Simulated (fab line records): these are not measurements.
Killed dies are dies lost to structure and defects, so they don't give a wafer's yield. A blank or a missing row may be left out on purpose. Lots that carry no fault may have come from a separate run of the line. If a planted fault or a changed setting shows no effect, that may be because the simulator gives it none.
2 desks, one fault + flow gf180mcu + numbers are kept per desk, each desk with only its own; the story behind them comes last

== FROM THE METROLOGY DESK ==
What the gauges read, lot by lot, whatever tool the lot ran on: means of the sampled wafers that have a number. If a lot's mean is further than 4 standard deviations from the usual mean, the lot is out of limits and carries the mark OUT (the distance appears in the brackets). Shown here are 7 of its 10 readings, the ones lying furthest out on some lot.
Columns: A = cdNm at GF_HV_LDD_CD_MEAS_46, usual 400.5 nm; B = HV_LDD_03_OVL at GF_HV_LDD_OVL_MEAS_47, usual -1.2 nm; C = HV_LDD_4_TW at GF_HV_LDD_TW_MEAS_50, usual 569; D = HV_LDD_RS at GF_HV_LDD_RS_MEAS_53, usual 418.3 ohm/sq; E = cdNm at GF_NSD_CD_MEAS_07, usual 400.2 nm; F = NSD_OVL at GF_NSD_OVL_MEAS_08, usual 0.0 nm; G = NSD_TW at GF_NSD_TW_MEAS_12, usual 4250
| lot  | first seen here | A     | B    | C   | D     | E     | F    | G    |
|------|-----------------|-------|------|-----|-------|-------|------|------|
| L641 | day 12 12:08    | 401.4 | -2.0 | 575 | 416.9 | 402.7 | -0.4 | 4300 |
| L643 | day 13 04:40    | 400.1 | -1.7 | 569 | 419.3 | 398.2 | 0.8  | 4247 |
| L644 | day 13 14:08    | 400.1 | -2.5 | 565 | 418.1 | 401.3 | 0.5  | 4262 |
| L645 | day 13 21:49    | 399.0 | 2.1  | 551 | 418.8 | 399.0 | 0.0  | 4236 |
| L656 | day 17 08:30    | 399.6 | -0.5 | 569 | 416.5 | 396.4 | 2.2  | 4162 |
| L660 | day 18 21:34    | 397.5 | -1.7 | 558 | 418.6 | 399.6 | 0.1  | 4327 |
This desk's verdict: no lot among the 6 shows anything out of limits.

== THE TOOL OWNER'S DESK: implanter-02 ==
The tool's own readings at GF_HV_LDD_IMPLANT_48: means of the sampled wafers that have a number, for each lot that ran on this tool. If a lot's mean is further than 4 standard deviations from the usual mean, the lot is out of limits and carries the mark OUT (the distance appears in the brackets).
Columns: A = faradayCurrentUA at GF_HV_LDD_IMPLANT_48, usual 169
| lot  | first seen here | A   |
|------|-----------------|-----|
| L641 | day 13 08:20    | 169 |
| L644 | day 14 09:58    | 173 |
| L645 | day 14 19:02    | 166 |
This desk's verdict: no lot among the 3 shows anything out of limits.

== PUT TOGETHER ==
Metrology desk: nothing out of limits seen.
Nothing out of limits was seen by the tool owner's desk.

== WHAT THE SIMULATOR HAD PUT IN ==
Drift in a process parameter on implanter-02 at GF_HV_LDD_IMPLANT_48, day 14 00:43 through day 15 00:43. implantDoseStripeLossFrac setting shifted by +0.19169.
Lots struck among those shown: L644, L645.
